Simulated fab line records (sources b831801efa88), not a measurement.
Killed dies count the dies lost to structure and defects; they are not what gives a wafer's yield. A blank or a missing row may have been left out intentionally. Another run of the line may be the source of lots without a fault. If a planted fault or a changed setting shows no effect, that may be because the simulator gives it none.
Comparing a struck lot with a sound one -- flow sky130 -- 17 steps out of a route of 708
Sound: the wafers L575.2, L575.3, L575.5. Wafers struck: L580.2, L580.3, L580.5. At the end, the cause is stated.
Each step with rows lists, per side, the tool, then ch with its chambers, then its first start. Under that, the readings that differ: sound wafers -- struck wafers -- difference of the means -- sigmas: that difference in standard deviations of wafers without a fault.
alike: readings whose means differ by less than 2 such deviations, and words and numbers that are the same on both sides. not compared: withheld readings, readings that some wafer has no value for, bounds like >300 that may hide the same value, and numbers for which the record gives no deviation and whose values overlap.
Wherever a step has rows on one side only, a row that says differs or no value, or a row with sigmas, the two part there. When numbers do not overlap yet have no deviation, they are printed without sigmas and do not part them. Lack of a reading on every wafer of one side parts them only where that side has two or more wafers.

first, 2 steps without rows for these wafers: SKY_LOCAL_INTERCONNECT_PEB_09; SKY_LOCAL_INTERCONNECT_DEVELOP_10 (develop time 60 s).
SKY_LOCAL_INTERCONNECT_CD_MEAS_11: the cd target is 170 nm.
  sound: cd_sem-01 at day 33 05:47; struck: cd_sem-02 at day 34 14:50
  alike: cd_nm
SKY_LOCAL_INTERCONNECT_OVL_MEAS_12:
  sound: overlay-01 at day 33 05:53; struck: overlay-02 at day 34 14:56
  alike: LOCAL_INTERCONNECT_OVL
SKY_LOCAL_INTERCONNECT_ETCH_13: etches BARC in N2/H2, stops on SiO2, time 45.9 s, target depth 60 nm.
  sound on rie_metal-02 ch 0,1, day 33 05:55; struck on rie_metal-04 ch 0,1, day 34 14:58
  alike: drypump_motor_current_A, oes_product_au, throttle_valve_pct
  not compared: rf_hours_counter_h
SKY_LOCAL_INTERCONNECT_METAL_ETCH_14: etches TiN in Cl2/BCl3, stops on PSG, target depth 110 nm, time 31.4 s.
  sound on rie_metal-02 ch 0,1, day 33 05:59; struck on rie_metal-04 ch 0,1, day 34 15:02
  alike: drypump_motor_current_A, oes_product_au, throttle_valve_pct
  not compared: rf_hours_counter_h
SKY_LOCAL_INTERCONNECT_STRIP_15: strips in O2/N2.
  sound on plasma_asher-03 ch 0,1, day 33 06:02; struck on plasma_asher-02 ch 0,1, day 34 15:05
  alike: drypump_motor_current_A, oes_product_au, strip_time_to_endpoint_s
  not compared: rf_hours_counter_h
then, 3 steps without rows for these wafers: SKY_LOCAL_INTERCONNECT_STRIP_16 (strips in post etch residue remover, time 1200 s); SKY_LOCAL_INTERCONNECT_CLEAN_17 (cleans in IPA, time 180 s); SKY_LOCAL_INTERCONNECT_CLEAN_18 (cleans in O3/DIW).
SKY_CONTACT_CVD_00: deposits Si3N4, target thk 75 nm.
  sound on pecvd-03 ch 0,1,2, day 33 06:37; struck on pecvd-04 ch 0,1, day 34 15:41
  alike: heater_power_w
SKY_CONTACT_THK_MEAS_01:
  sound: film_metro-03 at day 33 06:40; struck: film_metro-01 at day 34 15:43
  alike: CONTACT_CVD_00_THK
SKY_CONTACT_HDPCVD_02: deposits SiO2, target thk 565 nm, time 94.2 s.
  sound on hdpcvd-01 ch 0,1,2, day 33 06:43; struck on hdpcvd-01 ch 0,2, day 34 15:46
reading,sound,struck,difference,sigmas
sih4_flow_sccm (sccm),59.97 59.85 59.91,47.88 48.16 47.84,-11.95,-66
model.SiO2_of_CONTACT_HDPCVD_02.thk_nm (nm),573.9 565.1 565.5,446.3 442.7 450.5,-121.7,
  alike: pressure_mtorr
SKY_CONTACT_THK_MEAS_03:
  sound: film_metro-02 at day 33 06:47; struck: film_metro-02 at day 34 15:51
reading,sound,struck,difference,sigmas
CONTACT_HDPCVD_THK (nm),574 565 565,446 442 450,-122,-21
SKY_CONTACT_CMP_04: polishes SiO2.
  sound on cmp-01 ch 0,1,3, day 33 06:50; struck on cmp-01 ch 0,2,3, day 34 15:57
reading,sound,struck,difference,sigmas
time_to_endpoint_s (s),96 85 79,36 38 43,-48,-10
  alike: motor_current_A
SKY_CONTACT_BOW_MEAS_05:
  sound: film_metro-03 at day 33 07:11; struck: film_metro-01 at day 34 16:13
  alike: CONTACT_BOW
SKY_PAD_OPEN_PROBE_99:
  the record has rows for the sound wafers here (prober-01, day 48 01:17) and none for the struck ones

WHERE THEY PART
Earliest at SKY_CONTACT_HDPCVD_02; latest, in this record, at SKY_PAD_OPEN_PROBE_99.

WHY: what had been put in by the simulator
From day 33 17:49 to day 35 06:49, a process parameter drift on hdpcvd-01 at SKY_CONTACT_HDPCVD_02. From 60, the setting sih4_flow_sccm moved by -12. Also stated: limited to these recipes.
